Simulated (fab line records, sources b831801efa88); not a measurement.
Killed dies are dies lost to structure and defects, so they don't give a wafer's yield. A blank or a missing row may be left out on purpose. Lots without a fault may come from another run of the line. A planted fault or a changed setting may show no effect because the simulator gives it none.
Which tool did it? | flow sfq_line | 15 lots, 45 wafers sampled, at 4 steps of a route of 325

WHAT THE GAUGES READ, wafer by wafer
SFQ_I7_BOW_MEAS_946.
lot  | measured     | on            | I7_BOW (um)
L901 | day 63 11:44 | film_metro-04 | 1 -10 4
L902 | day 63 19:53 | film_metro-03 | 11 1 11
L904 | day 67 05:36 | film_metro-04 | 26 15 24
L905 | day 67 18:52 | film_metro-03 | 10 17 18
L907 | day 68 17:01 | film_metro-04 | 21 19 7
L909 | day 68 21:49 | film_metro-04 | 29 31 32 - - -
L910 | day 69 00:49 | film_metro-02 | 25 5 4 - - -
L911 | day 69 01:56 | film_metro-03 | -1 -6 -8
L912 | day 69 07:55 | film_metro-04 | -2 14 7
L913 | day 69 09:49 | film_metro-02 | 3 4 15 - - -
L918 | day 75 06:17 | film_metro-04 | 18 9 16
L919 | day 75 09:17 | film_metro-03 | 9 9 15
L920 | day 75 12:16 | film_metro-03 | -1 -14 -6
L921 | day 75 15:16 | film_metro-02 | 0 -14 -3
L922 | day 75 16:26 | film_metro-03 | -10 -15 -14

WHICH TOOL RAN EACH LOT (tool, then ch and the chambers of the sampled wafers, then the start)
lot  | SFQ_TRILAYER_R5_BARC_OPEN_METAL_ETCH_177 | SFQ_TRILAYER_M7_ETCH_METAL_ETCH_180 | SFQ_TRILAYER_I7_CMP_CMP_184
L901 | rie_metal-01 ch 0,1, day 47 06:35        | rie_metal-04 ch 0,1, day 62 20:38   | cmp-01 ch 0,1,2, day 63 09:41
L902 | rie_metal-04 ch 0,1, day 47 07:46        | rie_metal-03 ch 0, day 63 05:03     | cmp-02 ch 0,1,2, day 63 17:53
L904 | rie_metal-04 ch 0,1, day 47 11:23        | rie_metal-03 ch 0,1, day 67 01:34   | cmp-02 ch 0,2,3, day 67 04:02
L905 | rie_metal-03 ch 0,1, day 47 13:47        | rie_metal-03 ch 0,1, day 67 14:53   | cmp-02 ch 1,3, day 67 16:19
L907 | rie_metal-03 ch 0,1, day 47 23:22        | rie_metal-02 ch 0,1, day 68 11:05   | cmp-02 ch 1,2,3, day 68 14:01
L909 | rie_metal-01 ch 0,1, day 49 00:34        | rie_metal-02 ch 0,1, day 68 13:29   | cmp-01 ch 1,2,3, day 68 18:49
L910 | rie_metal-04 ch 0,1, day 50 11:17        | rie_metal-03 ch 0,1, day 68 14:41   | cmp-01 ch 0,1, day 68 21:49
L911 | rie_metal-04 ch 0,1, day 61 08:39        | rie_metal-02 ch 0,1, day 68 15:53   | cmp-02 ch 1,2, day 68 22:55
L912 | rie_metal-04 ch 0,1, day 61 09:51        | rie_metal-04 ch 0,1, day 68 20:41   | cmp-02 ch 0,2,3, day 69 04:55
L913 | rie_metal-04 ch 0,1, day 61 16:10        | rie_metal-03 ch 0,1, day 68 21:53   | cmp-01 ch 0,2, day 69 07:19
L918 | rie_metal-03 ch 0, day 65 04:56          | rie_metal-04 ch 0,1, day 74 22:50   | cmp-02 ch 2,3, day 75 03:16
L919 | rie_metal-04 ch 0,1, day 65 07:20        | rie_metal-02 ch 1, day 75 00:02     | cmp-02 ch 0,1, day 75 06:16
L920 | rie_metal-03 ch 0,1, day 65 08:32        | rie_metal-02 ch 0,1, day 75 02:26   | cmp-02 ch 1,2,3, day 75 09:16
L921 | rie_metal-01 ch 0,1, day 65 09:44        | rie_metal-04 ch 0,1, day 75 04:50   | cmp-02 ch 1,2, day 75 12:16
L922 | rie_metal-03 ch 0,1, day 65 15:44        | rie_metal-03 ch 0,1, day 75 07:14   | cmp-01 ch 1,3, day 75 13:55
- SFQ_TRILAYER_R5_BARC_OPEN_METAL_ETCH_177: etches BARC in O2, target depth 125 nm, time 41.7 s.
- SFQ_TRILAYER_M7_ETCH_METAL_ETCH_180: etches Nb in Cl2/Ar, stops on SiO2, target depth 240 nm, time 120 s.
- SFQ_TRILAYER_I7_CMP_CMP_184: polishes SiO2.

WHAT THE TOOLS THEMSELVES READ (means of the sampled wafers that have a number; where no wafer has one, the mark that the record gives instead)
SFQ_TRILAYER_R5_BARC_OPEN_METAL_ETCH_177.
lot  | tool         | bias_w (W) | drypump_motor_current_A (A) | he_backside_leak_sccm (sccm) | oes_product_au (a.u.)
L901 | rie_metal-01 | 79.87      | 5.8                         | 3.38                         | 0.686
L902 | rie_metal-04 | 80.25      | 5.9                         | 3.37                         | 0.685
L904 | rie_metal-04 | 79.80      | 6.1                         | 3.48                         | 0.685
L905 | rie_metal-03 | 80.12      | 6.0                         | 3.30                         | 0.684
L907 | rie_metal-03 | 79.95      | 6.1                         | 3.55                         | 0.685
L909 | rie_metal-01 | 79.92      | 5.8                         | 3.75                         | 0.686
L910 | rie_metal-04 | 79.90      | 6.1                         | 3.38                         | 0.689
L911 | rie_metal-04 | 79.89      | 5.9                         | 3.40                         | 0.685
L912 | rie_metal-04 | 80.15      | 5.9                         | 3.34                         | 0.685
L913 | rie_metal-04 | 80.22      | 6.1                         | 3.30                         | 0.691
L918 | rie_metal-03 | 80.07      | 5.5                         | 3.45                         | 0.683
L919 | rie_metal-04 | 79.74      | 6.1                         | 3.76                         | 0.680
L920 | rie_metal-03 | 79.97      | 5.8                         | 3.49                         | 0.691
L921 | rie_metal-01 | 79.83      | 5.8                         | 3.52                         | 0.684
L922 | rie_metal-03 | 80.18      | 6.1                         | 3.50                         | 0.682

SFQ_TRILAYER_M7_ETCH_METAL_ETCH_180.
lot  | tool         | bias_w (W) | drypump_motor_current_A (A) | he_backside_leak_sccm (sccm) | oes_product_au (a.u.)
L901 | rie_metal-04 | 79.96      | 6.1                         | 3.53                         | 0.888
L902 | rie_metal-03 | 79.78      | 5.5                         | 3.48                         | 0.909
L904 | rie_metal-03 | 80.22      | 5.8                         | 3.57                         | 0.894
L905 | rie_metal-03 | 80.40      | 5.8                         | 3.38                         | 0.889
L907 | rie_metal-02 | 80.11      | 6.1                         | 3.42                         | 0.887
L909 | rie_metal-02 | 80.06      | 6.1                         | 3.33                         | 0.904
L910 | rie_metal-03 | 79.76      | 5.8                         | 3.42                         | 0.906
L911 | rie_metal-02 | 80.15      | 6.1                         | 3.37                         | 0.897
L912 | rie_metal-04 | 79.94      | 6.1                         | 3.32                         | 0.905
L913 | rie_metal-03 | 79.87      | 5.8                         | 3.53                         | 0.886
L918 | rie_metal-04 | 79.82      | 5.9                         | 3.36                         | 0.897
L919 | rie_metal-02 | 79.84      | 5.2                         | 3.38                         | 0.897
L920 | rie_metal-02 | 79.85      | 5.6                         | 3.49                         | 0.901
L921 | rie_metal-04 | 80.00      | 5.9                         | 3.35                         | 0.892
L922 | rie_metal-03 | 79.79      | 6.0                         | 3.51                         | 0.895

SFQ_TRILAYER_I7_CMP_CMP_184.
lot  | tool   | motor_current_A (A) | platen_rpm (rpm) | time_to_endpoint_s (s)
L901 | cmp-01 | 10.9                | 60.05            | 214
L902 | cmp-02 | 9.9                 | 60.01            | 208
L904 | cmp-02 | 10.3                | 59.98            | 215
L905 | cmp-02 | 9.4                 | 60.05            | 210
L907 | cmp-02 | 9.6                 | 60.02            | 212
L909 | cmp-01 | 10.5                | 60.00            | 209
L910 | cmp-01 | 11.1                | 59.99            | 200
L911 | cmp-02 | 9.3                 | 60.00            | 218
L912 | cmp-02 | 10.0                | 60.00            | 215
L913 | cmp-01 | 10.7                | 59.99            | 208
L918 | cmp-02 | 10.3                | 59.99            | 215
L919 | cmp-02 | 9.7                 | 59.94            | 219
L920 | cmp-02 | 9.6                 | 59.98            | 216
L921 | cmp-02 | 9.2                 | 60.04            | 223
L922 | cmp-01 | 11.3                | 59.98            | 217

THE ANSWER, worked out from the rows above alone
Rule: what is usual is taken from the lots themselves. Put in order of their means at a reading, lots are off if they are a third of the lots or fewer, leave a main group of 4 or more, and stand apart from it by a gap of 3 or more times the standard deviation of the main group's means; of several such gaps the widest counts. A main group whose means are all the same, to the digits that the tables above print for the reading, isn't used. A lot without any number at a reading at which 4 lots or more have one is off too. The other lots that the step has rows for count as sound. The gauges are gone through in route order, then the tools' own readings, and for those a lot's mean is taken as printed above. The first step at which some lot is off is used, and at that step the reading that is off furthest; a lot without a number counts as furthest.
No lot is off at any reading shown: from this, nothing can be told.

WHAT THE SIMULATOR HAD PUT IN
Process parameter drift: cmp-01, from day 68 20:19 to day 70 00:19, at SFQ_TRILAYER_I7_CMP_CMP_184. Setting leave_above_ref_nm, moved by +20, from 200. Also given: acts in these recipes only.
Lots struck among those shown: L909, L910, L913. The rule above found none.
